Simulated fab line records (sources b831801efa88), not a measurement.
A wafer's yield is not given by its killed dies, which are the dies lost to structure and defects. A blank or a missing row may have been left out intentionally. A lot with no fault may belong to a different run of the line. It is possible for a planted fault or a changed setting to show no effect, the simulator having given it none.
fab line records	flow sky130
record: lots: 12	wafers: 36	last-day: 50
route steps=708 shown VIA3@576 METAL4@598 PAD_OPEN@708
lots with no fault: from the same line, run without faults
start-h: hours from the record's opening day to when the first of the lot's shown wafers began	wait-h: how many hours have passed since the lot's step before this one	" same as the row above	L1.1+2: one row covering several wafers at once	- either no value or no given start	* or withheld: withheld	< > ~ a bound
route shown NAME@n: names a module that has steps shown in the file, with the first one's number in the route	usual: mean and standard deviation over wafers with no fault	same: alike in all rows	chamber/n: place in a boat	sites: readings site by site	_std_site: standard deviation of those values	_edge_site: mean of outer sites minus mean of inner sites	radius-mm: how far each site lies from the wafer's centre	mask NAME#n: copy n	behind: the tool/chamber that last shaped the wafer	hold: cause of the lot's hold/its duration in hours/its outcome	device: transistor that didn't switch, given as n, p or np	end of line: tests run on the same wafers once the route is complete	step lacking rows: just its recipe	killed: count of dies lost to structure and defects at first sort (not the wafer's yield)	map: a wafer's dies, marking killed ones x, the rest . and places with no die _
set.NAME: the run value of the setting; set.NAME@STEP: its run value at that earlier step	model.NAME: the simulator's own value behind a step, which no gauge read
route steps across a sampled set of lots; one table per step, one row per wafer
services: when a tool's chamber went out of use (start-h, in hours from the record's first day, below 0 if earlier), for how many hours, and the reason
== steps ==
step: SKY_VIA3_BOW_MEAS_03
recipe: mode: bow
usual: VIA3_BOW: 77/8.5
lot.wafer	tool	chamber	start-h	wait-h	VIA3_BOW[um]
L552.3	film-metro-04	-	904.80	0.2	88
L552.4	"	-	"	"	79
L552.5	"	-	"	"	76
L554.1	film-metro-04	-	912.56	0.2	88
L554.2	"	-	"	"	80
L554.4	"	-	"	"	78
L555.4	film-metro-03	-	926.49	0.2	66
L555.5	"	-	"	"	67
L555.6	"	-	"	"	70
L556.2	film-metro-04	-	936.68	0.2	75
L556.5	"	-	"	"	75
L556.6	"	-	"	"	75
L558.1	film-metro-01	-	943.25	0.1	83
L558.2	"	-	"	"	75
L558.6	"	-	"	"	79
L561.1	film-metro-01	-	972.93	0.1	79
L561.2	"	-	"	"	81
L561.3	"	-	"	"	70
L568.1	film-metro-03	-	1036.15	0.1	76
L568.3	"	-	"	"	85
L568.5	"	-	"	"	86
L569.1	film-metro-04	-	1040.19	0.2	88
L569.2	"	-	"	"	86
L569.3	"	-	"	"	80
L570.1	film-metro-04	-	1041.33	0.2	61
L570.3	"	-	"	"	81
L570.6	"	-	"	"	80
L572.1	film-metro-04	-	1046.64	0.1	85
L572.2	"	-	"	"	84
L572.5	"	-	"	"	89
L573.1	film-metro-01	-	1056.99	0.2	84
L573.5	"	-	"	"	88
L573.6	"	-	"	"	72
L574.4	film-metro-04	-	1061.68	0.2	84
L574.5	"	-	"	"	80
L574.6	"	-	"	"	72
step: SKY_VIA3_ETCH_15
recipe: target: SiO2	chemistry: C4F8/O2/Ar	target-depth-nm: 507	stop-on: TiN	mask-material: KrF-thick	source-w: 1500	bias-w: 1200	pressure-mtorr: 40	c4f8-flow-sccm: withheld	O2_flow_sccm: 6	Ar_flow_sccm: 300	time-s: 78
usual: oes-product-au: 0.946/0.0047
lot.wafer	tool	chamber	start-h	wait-h	oes-product-au	rf-hours-counter-h
L552.3	rie-diel-03	2	930.70	0.0	0.945	18
L552.4	"	3	"	"	0.951	17
L552.5	"	0	"	"	0.947	-
L554.1	rie-diel-04	3	937.85	0.0	0.947	8
L554.2	"	1	"	"	0.958	24
L554.4	"	0	"	"	0.947	23
L555.4	rie-diel-01	3	950.78	0.0	0.940	-
L555.5	"	1	"	"	0.947	-
L555.6	"	2	"	"	0.943	-
L556.2	rie-diel-03	2	960.89	0.0	0.952	19
L556.5	"	0	"	"	0.944	-
L556.6	"	3	"	"	0.949	-
L558.1	rie-diel-01	2	967.10	0.0	0.942	14
L558.2	"	1	"	"	0.945	23
L558.6	"	1	"	"	0.948	-
L561.1	rie-diel-03	0	997.09	0.0	0.950	18
L561.2	"	3	"	"	0.943	19
L561.3	"	1	"	"	0.948	17
L568.1	rie-diel-04	2	1057.71	0.0	0.945	16
L568.3	"	3	"	"	0.934	11
L568.5	"	0	"	"	0.947	-
L569.1	rie-diel-01	0	1061.74	0.0	0.944	27
L569.2	"	1	"	"	0.948	27
L569.3	"	2	"	"	0.947	17
L570.1	rie-diel-03	3	1063.70	0.0	0.953	21
L570.3	"	1	"	"	0.941	20
L570.6	"	2	"	"	0.940	-
L572.1	rie-diel-04	0	1067.74	0.0	0.944	27
L572.2	"	1	"	"	0.949	28
L572.5	"	3	"	"	0.947	-
L573.1	rie-diel-03	3	1078.11	0.0	0.948	21
L573.5	"	0	"	"	0.950	-
L573.6	"	1	"	"	0.947	-
L574.4	rie-diel-04	3	1082.79	0.0	0.946	12
L574.5	"	3	"	"	0.949	-
L574.6	"	2	"	"	0.951	-
step: SKY_VIA3_THK_MEAS_23
recipe: thk-meas-gauge: xrf	reads: W_of_VIA3_CVD_21
usual: VIA3_W_THK: 394/6
lot.wafer	tool	chamber	start-h	wait-h	VIA3_W_THK[nm]
L552.3	film-metro-03	-	931.72	0.1	398
L552.4	"	-	"	"	403
L552.5	"	-	"	"	399
L554.1	film-metro-04	-	938.81	0.1	394
L554.2	"	-	"	"	394
L554.4	"	-	"	"	386
L555.4	film-metro-03	-	951.74	0.1	396
L555.5	"	-	"	"	396
L555.6	"	-	"	"	393
L556.2	film-metro-04	-	962.39	0.1	388
L556.5	"	-	"	"	386
L556.6	"	-	"	"	403
L558.1	film-metro-01	-	968.61	0.1	393
L558.2	"	-	"	"	393
L558.6	"	-	"	"	400
L561.1	film-metro-04	-	998.13	0.1	398
L561.2	"	-	"	"	389
L561.3	"	-	"	"	390
L568.1	film-metro-01	-	1058.75	0.1	391
L568.3	"	-	"	"	393
L568.5	"	-	"	"	392
L569.1	film-metro-03	-	1062.75	0.1	403
L569.2	"	-	"	"	395
L569.3	"	-	"	"	392
L570.1	film-metro-04	-	1065.01	0.1	391
L570.3	"	-	"	"	387
L570.6	"	-	"	"	396
L572.1	film-metro-01	-	1069.14	0.1	400
L572.2	"	-	"	"	387
L572.5	"	-	"	"	399
L573.1	film-metro-04	-	1079.47	0.1	389
L573.5	"	-	"	"	389
L573.6	"	-	"	"	389
L574.4	film-metro-03	-	1083.83	0.1	402
L574.5	"	-	"	"	410
L574.6	"	-	"	"	401
step: SKY_METAL4_SPUTTER_00
recipe: material: Ti	target-thk-nm: 15	power-w: 3000	time-s: 10	chamber-pressure-pa: 0.4
usual: cathode-dc-power-W: 3000.0/0.53	chamber-pressure-pa: 0.3999/0.00083	throttle-valve-pct: 29.5/1
lot.wafer	tool	chamber	start-h	wait-h	cathode-dc-power-W	chamber-pressure-pa	throttle-valve-pct
L552.3	pvd-sputter-04	-	932.06	0.1	3000.2	0.3997	31.0
L552.4	"	-	"	"	3001.4	0.3994	29.9
L552.5	"	-	"	"	2999.2	0.3996	29.8
L554.1	pvd-sputter-04	-	939.17	0.2	2999.5	0.4009	29.3
L554.2	"	-	"	"	3000.3	0.4008	30.2
L554.4	"	-	"	"	3000.1	0.4013	31.3
L555.4	pvd-sputter-01	-	952.39	0.2	2999.9	0.3999	29.4
L555.5	"	-	"	"	3000.9	0.4005	29.6
L555.6	"	-	"	"	3000.0	0.4003	28.1
L556.2	pvd-sputter-01	-	962.96	0.2	2999.4	0.3988	29.4
L556.5	"	-	"	"	3000.0	0.3994	30.1
L556.6	"	-	"	"	2999.5	0.4002	28.3
L558.1	pvd-sputter-04	-	968.97	0.2	3000.0	0.3991	30.2
L558.2	"	-	"	"	3000.5	0.4001	30.1
L558.6	"	-	"	"	2999.5	0.4015	30.0
L561.1	pvd-sputter-01	-	998.49	0.1	2999.5	0.3979	29.5
L561.2	"	-	"	"	2999.6	0.3995	30.2
L561.3	"	-	"	"	2999.5	0.4002	27.4
L568.1	pvd-sputter-04	-	1059.11	0.2	-	-	-
L568.3	"	-	"	"	-	-	-
L568.5	"	-	"	"	-	-	-
L569.1	pvd-sputter-01	-	1063.16	0.1	-	-	-
L569.2	"	-	"	"	-	-	-
L569.3	"	-	"	"	-	-	-
L570.1	pvd-sputter-03	-	1065.37	0.2	-	-	-
L570.3	"	-	"	"	-	-	-
L570.6	"	-	"	"	-	-	-
L572.1	pvd-sputter-03	-	1069.50	0.2	2999.5	0.3995	28.4
L572.2	"	-	"	"	3000.6	0.3990	29.3
L572.5	"	-	"	"	2999.9	0.3997	28.6
L573.1	pvd-sputter-04	-	1079.83	0.2	2999.5	0.3993	29.3
L573.5	"	-	"	"	3000.6	0.4009	30.0
L573.6	"	-	"	"	3000.3	0.4003	29.9
L574.4	pvd-sputter-03	-	1084.20	0.1	3000.0	0.4004	30.1
L574.5	"	-	"	"	3000.2	0.4007	29.8
L574.6	"	-	"	"	3000.1	0.3991	30.9
step: SKY_PAD_OPEN_PROBE_99
usual: defect-limited-yield: 82.6/2	killed_at_M0_to_M3: 43/7.3	killed_at_M4_up: 3.4/1.7	killed-at-contacts: 24/4.5	killed-at-front-end: 16/4.4	killed-at-other: 0.2/0.51	killed-dies: 86/9.7	killed-open: 46/6.6	killed-short: 39/7.1	sort_bin_3_pad_short: 0.9/0.45	sort_bin_5_function: 10.4/1.4	sort_bin_6_memory: 6.2/1.2	sort-n-pass: 406/9.7	sort-yield-pct: 82.6/2
same: gross-dies: 492	killed-at-back-side: 0	sort_bin_4_leakage[%]: 0	sort_bin_8_speed[%]: 0
lot.wafer	tool	chamber	start-h	wait-h	defect-limited-yield[%]	killed_at_M0_to_M3	killed_at_M4_up	killed-at-contacts	killed-at-front-end	killed-at-other	killed-dies	killed-open	killed-short	sort_bin_3_pad_short[%]	sort_bin_5_function[%]	sort_bin_6_memory[%]	sort-n-pass	sort-yield-pct[%]
L552.3	prober-02	-	1077.65	0.2	83.9	41	2	25	11	0	79	43	36	0.8	9.3	5.9	413	83.9
L552.4	prober-02	-	1077.70	0.2	82.3	48	3	20	16	0	87	48	39	1.4	10.4	5.9	405	82.3
L552.5	prober-02	-	1077.75	0.2	80.7	34	5	41	15	0	95	60	35	0.4	11.8	7.1	397	80.7
L554.1	prober-01	-	1082.97	0.1	80.3	55	2	27	13	0	97	53	44	0.4	10.0	9.3	395	80.3
L554.2	prober-01	-	1083.02	0.1	81.1	55	1	22	15	0	93	52	41	0.6	11.4	6.9	399	81.1
L554.4	prober-01	-	1083.12	0.2	79.3	53	4	32	12	1	102	54	48	1.0	11.8	7.9	390	79.3
L555.4	prober-01	-	1095.22	0.2	83.1	41	2	25	15	0	83	51	32	0.4	11.4	5.1	409	83.1
L555.5	prober-01	-	1095.27	0.2	80.3	50	3	27	17	0	97	54	43	1.0	12.8	5.9	395	80.3
L555.6	prober-01	-	1095.32	0.2	81.5	51	3	24	13	0	91	51	40	1.0	11.2	6.3	401	81.5
L556.2	prober-01	-	1101.59	0.1	82.7	39	3	24	19	0	85	46	38	0.4	12.8	4.1	407	82.7
L556.5	prober-01	-	1101.74	0.2	85.8	40	0	19	11	0	70	40	30	0.4	7.3	6.5	422	85.8
L556.6	prober-01	-	1101.79	0.2	81.3	40	4	31	17	0	92	51	41	1.2	8.3	9.1	400	81.3
L558.1	prober-01	-	1106.73	0.1	83.1	51	3	22	7	0	83	45	38	0.6	9.1	7.1	409	83.1
L558.2	prober-01	-	1106.78	0.1	82.3	44	6	26	11	0	87	52	35	1.4	8.7	7.5	405	82.3
L558.6	prober-01	-	1106.98	0.2	80.1	47	7	21	23	0	98	59	39	0.8	11.8	7.3	394	80.1
L561.1	prober-01	-	1129.91	0.1	83.5	47	2	20	12	0	81	50	31	0.4	10.0	6.1	411	83.5
L561.2	prober-01	-	1129.96	0.1	86.0	38	3	17	11	0	69	38	31	1.2	9.6	3.3	423	86.0
L561.3	prober-01	-	1130.01	0.2	82.9	40	2	27	15	0	84	37	47	1.2	9.8	6.1	408	82.9
L568.1	prober-01	-	1183.03	0.1	82.7	44	4	26	10	1	85	37	48	1.0	9.8	6.5	407	82.7
L568.3	prober-01	-	1183.13	0.2	83.1	44	3	23	12	1	83	39	44	1.6	8.7	6.5	409	83.1
L568.5	prober-01	-	1183.23	0.2	83.3	38	2	28	14	0	82	49	33	1.0	11.2	4.5	410	83.3
L569.1	prober-01	-	1185.29	0.1	82.3	41	5	23	18	0	87	51	36	1.0	9.8	6.9	405	82.3
L569.2	prober-01	-	1185.34	0.1	85.8	45	2	17	6	0	70	42	28	0.4	8.5	5.3	422	85.8
L569.3	prober-01	-	1185.39	0.2	82.3	40	1	22	23	1	87	42	45	0.6	9.3	7.7	405	82.3
L570.1	prober-01	-	1186.39	0.1	80.5	44	5	28	19	0	96	53	43	0.6	12.0	6.9	396	80.5
L570.3	prober-01	-	1186.49	0.2	85.4	37	4	21	10	0	72	39	32	0.4	8.9	5.3	420	85.4
L570.6	prober-01	-	1186.64	0.2	82.5	46	4	23	13	0	86	55	31	0.4	10.6	6.5	406	82.5
L572.1	prober-01	-	1191.20	0.2	86.8	31	3	19	12	0	65	38	27	0.2	8.3	4.7	427	86.8
L572.2	prober-01	-	1191.25	0.2	82.9	33	7	29	14	1	84	47	37	0.4	10.4	6.3	408	82.9
L572.5	prober-01	-	1191.40	0.3	85.4	33	1	22	16	0	72	41	31	0.8	8.5	5.3	420	85.4
L573.1	prober-01	-	1197.57	0.1	83.5	39	4	30	8	0	81	38	43	1.0	10.4	5.1	411	83.5
L573.5	prober-01	-	1197.77	0.2	86.6	34	2	27	3	0	66	39	27	0.4	7.3	5.7	426	86.6
L573.6	prober-01	-	1197.82	0.2	84.6	40	2	21	13	0	76	45	31	0.4	9.3	5.7	416	84.6
L574.4	prober-01	-	1203.20	0.2	82.7	49	3	22	11	0	85	48	37	0.6	11.8	4.9	407	82.7
L574.5	prober-01	-	1203.25	0.2	83.7	36	3	25	16	0	80	42	37	0.8	9.8	5.7	412	83.7
L574.6	prober-01	-	1203.30	0.2	83.5	43	2	15	21	0	81	45	35	1.0	9.3	6.1	411	83.5
killed by level:class
L552.3 CONTACT:geometric-particle:short=9 VIA1:geometric-particle:open=9 VIA2:geometric-particle:open=7 VIA3:geometric-particle:open=7 LOCAL_INTERCONNECT:geometric-particle:short=6 CONTACT:geometric-particle:open=5 METAL1:geometric-particle:short=5 FIELD_ISO:geometric-particle:open=4
L552.4 VIA1:geometric-particle:open=12 CONTACT:geometric-particle:open=9 METAL2:geometric-particle:short=8 VIA3:geometric-particle:open=6 METAL1:geometric-particle:short=5 CONTACT:geometric-particle:short=5 VIA1:geometric-particle:short=5 VIA2:geometric-particle:open=5
L552.5 CONTACT:geometric-particle:open=15 LI_CONTACT:geometric-particle:open=12 VIA1:geometric-particle:open=9 CONTACT:geometric-particle:short=6 VIA2:geometric-particle:open=6 LI_CONTACT:geometric-particle:short=5 FIELD_ISO:geometric-particle:open=4 METAL2:geometric-particle:short=4
L554.1 VIA1:geometric-particle:open=15 LI_CONTACT:geometric-particle:open=11 CONTACT:geometric-particle:open=10 METAL2:geometric-particle:short=9 VIA1:geometric-particle:short=7 VIA3:geometric-particle:open=6 POLY_GATE:geometric-particle:short=5 METAL1:geometric-particle:short=5
L554.2 VIA1:geometric-particle:open=16 CONTACT:geometric-particle:open=11 VIA2:geometric-particle:open=10 VIA1:geometric-particle:short=9 VIA3:geometric-particle:open=5 POLY_GATE:geometric-particle:short=4 LI_CONTACT:geometric-particle:open=4 CONTACT:geometric-particle:short=4
L554.4 VIA2:geometric-particle:open=15 VIA1:geometric-particle:open=12 LI_CONTACT:geometric-particle:open=9 VIA1:geometric-particle:short=8 CONTACT:geometric-particle:short=6 LI_CONTACT:geometric-particle:short=6 POLY_GATE:geometric-particle:short=5 CONTACT:geometric-particle:open=5
L555.4 CONTACT:geometric-particle:open=9 VIA3:geometric-particle:open=9 VIA2:geometric-particle:open=9 LI_CONTACT:geometric-particle:open=7 VIA1:geometric-particle:open=6 METAL2:geometric-particle:short=6 FIELD_ISO:geometric-particle:open=5 POLY_GATE:geometric-particle:short=5
L555.5 VIA1:geometric-particle:open=13 LI_CONTACT:geometric-particle:open=8 VIA3:geometric-particle:open=8 CONTACT:geometric-particle:short=7 CONTACT:geometric-particle:open=7 METAL2:geometric-particle:short=6 VIA2:geometric-particle:short=5 VIA2:geometric-particle:open=5
L555.6 VIA1:geometric-particle:open=12 VIA3:geometric-particle:open=10 VIA2:geometric-particle:open=9 CONTACT:geometric-particle:open=7 LI_CONTACT:geometric-particle:open=6 POLY_GATE:geometric-particle:short=5 LI_CONTACT:geometric-particle:short=5 CONTACT:geometric-particle:short=5
L556.2 CONTACT:geometric-particle:open=12 VIA1:geometric-particle:open=7 LI_CONTACT:geometric-particle:open=6 VIA1:geometric-particle:short=6 POLY_GATE:geometric-particle:open=5 CONTACT:geometric-particle:short=5 METAL1:geometric-particle:short=5 VIA3:geometric-particle:open=5
L556.5 VIA1:geometric-particle:open=13 CONTACT:geometric-particle:open=8 CONTACT:geometric-particle:short=6 METAL1:geometric-particle:short=5 VIA1:geometric-particle:short=5 LI_CONTACT:geometric-particle:open=4 VIA2:geometric-particle:open=4 METAL2:geometric-particle:short=4
L556.6 CONTACT:geometric-particle:open=10 VIA1:geometric-particle:open=10 LI_CONTACT:geometric-particle:open=8 METAL1:geometric-particle:short=6 VIA3:geometric-particle:open=5 LI_CONTACT:geometric-particle:short=4 CONTACT:geometric-particle:short=4 METAL2:geometric-particle:short=4
L558.1 VIA1:geometric-particle:open=12 CONTACT:geometric-particle:open=9 VIA3:geometric-particle:open=8 VIA2:geometric-particle:open=7 METAL2:geometric-particle:short=6 LI_CONTACT:geometric-particle:open=5 METAL1:geometric-particle:short=5 LI_CONTACT:geometric-particle:short=4
L558.2 CONTACT:geometric-particle:open=11 VIA2:geometric-particle:open=11 VIA1:geometric-particle:open=10 VIA1:geometric-particle:short=7 LI_CONTACT:geometric-particle:open=6 LOCAL_INTERCONNECT:geometric-particle:short=5 METAL1:geometric-particle:short=4 VIA3:geometric-particle:open=4
L558.6 VIA2:geometric-particle:open=11 VIA1:geometric-particle:open=11 CONTACT:geometric-particle:open=9 VIA3:geometric-particle:open=7 METAL4:geometric-particle:short=6 FIELD_ISO:geometric-particle:open=5 METAL3:geometric-particle:short=5 SPACER:geometric-particle:open=4
L561.1 VIA1:geometric-particle:open=17 METAL2:geometric-particle:short=8 CONTACT:geometric-particle:open=8 VIA3:geometric-particle:open=8 LI_CONTACT:geometric-particle:open=6 VIA1:geometric-particle:short=5 METAL1:geometric-particle:short=4 FIELD_ISO:geometric-particle:short=3
L561.2 VIA1:geometric-particle:open=9 VIA3:geometric-particle:open=8 CONTACT:geometric-particle:short=6 CONTACT:geometric-particle:open=5 VIA1:geometric-particle:short=5 FIELD_ISO:geometric-particle:short=4 LI_CONTACT:geometric-particle:open=4 METAL1:geometric-particle:short=4
L561.3 VIA1:geometric-particle:open=12 FIELD_ISO:geometric-particle:short=8 CONTACT:geometric-particle:short=6 LI_CONTACT:geometric-particle:open=5 LI_CONTACT:geometric-particle:short=5 VIA3:geometric-particle:open=5 VIA2:geometric-particle:short=5 LOCAL_INTERCONNECT:geometric-particle:short=5
L568.1 VIA1:geometric-particle:open=9 VIA1:geometric-particle:short=8 LI_CONTACT:geometric-particle:short=7 LOCAL_INTERCONNECT:geometric-particle:short=6 CONTACT:geometric-particle:open=6 METAL2:geometric-particle:short=5 LI_CONTACT:geometric-particle:open=4 METAL1:geometric-particle:short=4
L568.3 CONTACT:geometric-particle:open=12 METAL2:geometric-particle:short=9 VIA1:geometric-particle:open=8 METAL1:geometric-particle:short=7 VIA3:geometric-particle:open=7 FIELD_ISO:geometric-particle:short=5 LOCAL_INTERCONNECT:geometric-particle:short=4 CONTACT:geometric-particle:short=3
L568.5 VIA1:geometric-particle:open=12 LI_CONTACT:geometric-particle:open=9 VIA1:geometric-particle:short=7 VIA3:geometric-particle:open=7 CONTACT:geometric-particle:open=6 CONTACT:geometric-particle:short=5 METAL2:geometric-particle:short=5 FIELD_ISO:geometric-particle:open=3
L569.1 VIA1:geometric-particle:open=17 LI_CONTACT:geometric-particle:open=8 CONTACT:geometric-particle:open=7 POLY_GATE:geometric-particle:short=6 VIA1:geometric-particle:short=5 POLY_GATE:geometric-particle:open=4 VIA3:geometric-particle:open=4 FIELD_ISO:geometric-particle:open=3
L569.2 VIA1:geometric-particle:open=13 CONTACT:geometric-particle:open=9 METAL2:geometric-particle:short=6 VIA2:geometric-particle:open=6 VIA1:geometric-particle:short=5 VIA3:geometric-particle:open=5 METAL1:geometric-particle:short=4 LOCAL_INTERCONNECT:geometric-particle:short=3
L569.3 VIA1:geometric-particle:open=12 CONTACT:geometric-particle:open=7 FIELD_ISO:geometric-particle:open=6 POLY_GATE:geometric-particle:open=6 VIA1:geometric-particle:short=6 CONTACT:geometric-particle:short=5 POLY_GATE:geometric-particle:short=5 METAL2:geometric-particle:short=5
L570.1 VIA1:geometric-particle:open=12 VIA2:geometric-particle:open=9 LI_CONTACT:geometric-particle:open=8 CONTACT:geometric-particle:short=8 POLY_GATE:geometric-particle:open=6 VIA3:geometric-particle:open=6 CONTACT:geometric-particle:open=6 FIELD_ISO:geometric-particle:short=4
L570.3 CONTACT:geometric-particle:open=11 VIA1:geometric-particle:open=9 VIA1:geometric-particle:short=6 VIA3:geometric-particle:open=6 VIA2:geometric-particle:open=5 POLY_GATE:geometric-particle:short=4 LI_CONTACT:geometric-particle:open=4 CONTACT:geometric-particle:short=4
L570.6 VIA1:geometric-particle:open=11 LI_CONTACT:geometric-particle:open=9 VIA1:geometric-particle:short=7 VIA2:geometric-particle:open=7 VIA3:geometric-particle:open=6 CONTACT:geometric-particle:open=5 FIELD_ISO:geometric-particle:open=4 METAL1:geometric-particle:short=4
L572.1 CONTACT:geometric-particle:open=10 VIA1:geometric-particle:open=7 LI_CONTACT:geometric-particle:open=4 METAL1:geometric-particle:short=4 METAL2:geometric-particle:short=4 VIA3:geometric-particle:open=4 VIA2:geometric-particle:open=4 POLY_GATE:geometric-particle:short=3
L572.2 CONTACT:geometric-particle:open=14 VIA2:geometric-particle:open=8 POLY_GATE:geometric-particle:short=5 VIA3:geometric-particle:open=5 VIA1:geometric-particle:open=5 VIA2:geometric-particle:short=4 METAL4:geometric-particle:short=4 LI_CONTACT:geometric-particle:short=4
L572.5 CONTACT:geometric-particle:open=10 VIA1:geometric-particle:open=8 CONTACT:geometric-particle:short=6 METAL2:geometric-particle:short=6 POLY_GATE:geometric-particle:open=5 VIA2:geometric-particle:short=5 METAL1:geometric-particle:short=4 VIA3:geometric-particle:open=4
L573.1 CONTACT:geometric-particle:short=9 LI_CONTACT:geometric-particle:open=8 CONTACT:geometric-particle:open=8 METAL2:geometric-particle:short=8 VIA2:geometric-particle:open=7 VIA1:geometric-particle:open=6 METAL1:geometric-particle:short=5 FIELD_ISO:geometric-particle:short=4
L573.5 LI_CONTACT:geometric-particle:open=7 CONTACT:geometric-particle:open=7 VIA1:geometric-particle:open=7 VIA2:geometric-particle:open=6 LI_CONTACT:geometric-particle:short=5 VIA3:geometric-particle:open=4 LOCAL_INTERCONNECT:geometric-particle:short=3 METAL1:geometric-particle:short=3
L573.6 LI_CONTACT:geometric-particle:open=10 VIA1:geometric-particle:open=9 CONTACT:geometric-particle:open=7 FIELD_ISO:geometric-particle:short=5 POLY_GATE:geometric-particle:open=5 METAL1:geometric-particle:short=5 VIA1:geometric-particle:short=5 VIA3:geometric-particle:open=5
L574.4 VIA1:geometric-particle:open=11 LI_CONTACT:geometric-particle:open=8 METAL2:geometric-particle:short=8 METAL1:geometric-particle:short=8 CONTACT:geometric-particle:open=7 VIA3:geometric-particle:open=6 FIELD_ISO:geometric-particle:open=4 VIA2:geometric-particle:short=4
L574.5 VIA1:geometric-particle:open=11 FIELD_ISO:geometric-particle:open=7 LOCAL_INTERCONNECT:geometric-particle:short=6 CONTACT:geometric-particle:open=6 VIA2:geometric-particle:open=5 LI_CONTACT:geometric-particle:open=5 POLY_GATE:geometric-particle:short=4 METAL1:geometric-particle:short=4
L574.6 VIA1:geometric-particle:open=14 VIA1:geometric-particle:short=8 METAL2:geometric-particle:short=8 FIELD_ISO:geometric-particle:short=6 POLY_GATE:geometric-particle:open=5 CONTACT:geometric-particle:open=5 LI_CONTACT:geometric-particle:open=4 VIA3:geometric-particle:open=4
== services ==
tool	chamber	start-h	hours	kind
pvd-sputter-01	-	925.11	1.4	repair
rie-diel-04	3	927.39	5.5	repair
rie-diel-01	0	943.95	7.9	repair
rie-diel-03	3	946.18	9.8	repair
pvd-sputter-04	-	984.55	0.5	repair
pvd-sputter-03	-	995.72	0.8	repair
pvd-sputter-03	-	998.51	4.1	repair
rie-diel-04	-	1007.82	2.8	pm
rie-diel-01	2	1024.71	7.2	repair
pvd-sputter-04	-	1027.12	3.1	repair
rie-diel-04	-	1028.51	0.6	repair
pvd-sputter-01	-	1028.70	2.3	repair
pvd-sputter-03	-	1030.25	5.6	repair
rie-diel-03	2	1055.07	6.5	repair
pvd-sputter-03	-	1060.27	0.8	repair
rie-diel-04	-	1063.35	0.6	repair
pvd-sputter-04	-	1073.60	4.8	repair
== key ==
first-sign: step: SKY_METAL4_SPUTTER_00	reading: tool-record	direction: missing
effect none on later readings
met-at SKY_METAL4_SPUTTER_00
struck-lots L568,L569,L570
not-acting-at SKY_VIA3_BOW_MEAS_03,SKY_VIA3_ETCH_15,SKY_VIA3_THK_MEAS_23
onset-between 998.49 1059.11
fault: kind: skipped-step-whole	tool: pvd-sputter-01,pvd-sputter-03,pvd-sputter-04	chamber: -	onset-h: 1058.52	steps: SKY_METAL4_SPUTTER_00	scope: struck-lots-only
